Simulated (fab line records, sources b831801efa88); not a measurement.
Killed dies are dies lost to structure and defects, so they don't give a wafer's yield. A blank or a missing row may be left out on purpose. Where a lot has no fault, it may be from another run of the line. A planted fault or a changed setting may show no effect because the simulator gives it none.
What tool caused it?	flow sky130	6 lots with 18 wafers sampled at 2 steps, on a route of 708 steps

## WHAT THE GAUGES READ, wafer by wafer
SKY_VIA4_RS_MEAS_19: measures by four-point-probe.
lot	measured	on	VIA4_W_RS (ohm/sq)
L891	day 43 16:05	film-metro-03	0.2271 0.2297 0.2267
L895	day 45 12:02	film-metro-04	0.2217 0.2280 0.2260
L898	day 46 11:22	film-metro-01	0.2248 0.2199 0.2273
L900	day 47 06:23	film-metro-03	0.2277 0.2238 0.2286
L906	day 48 02:58	film-metro-04	0.2267 0.2253 0.2278
L910	day 48 15:46	film-metro-03	0.2282 0.2293 0.2290

## WHAT TOOL EACH LOT RAN ON (gives the tool, then ch and the chambers of the sampled wafers, and finally the start)
lot	SKY_VIA2_CMP_24
L891	cmp-02 ch 0,1,3, day 37 06:38
L895	cmp-02 ch 1,2,3, day 39 08:08
L898	cmp-02 ch 0,1,3, day 40 12:46
L900	cmp-02 ch 2,3, day 41 09:38
L906	cmp-02 ch 1,3, day 42 09:10
L910	cmp-02 ch 0,2,3, day 43 01:57
- SKY_VIA2_CMP_24: polishes, stops on SiO2, t overpolish 20 s, target thk 0 nm.

## THE ANSWER, worked out from the rows above alone
Rule: the lots themselves supply what counts as usual. Put in order of their means at a reading, lots are off if they are a third of the lots or fewer, leave a main group of 4 or more, and stand apart from it by a gap of 3 or more times the standard deviation of the main group's means; of several such gaps the widest counts. A main group whose means are all the same, to the digits that the tables above print for the reading, isn't used. A lot without any number at a reading at which 4 lots or more have one is off too. The other lots that the step has rows for count as sound.
None of the lots is off at any reading shown; this tells nothing.

## WHAT WAS PUT IN BY THE SIMULATOR
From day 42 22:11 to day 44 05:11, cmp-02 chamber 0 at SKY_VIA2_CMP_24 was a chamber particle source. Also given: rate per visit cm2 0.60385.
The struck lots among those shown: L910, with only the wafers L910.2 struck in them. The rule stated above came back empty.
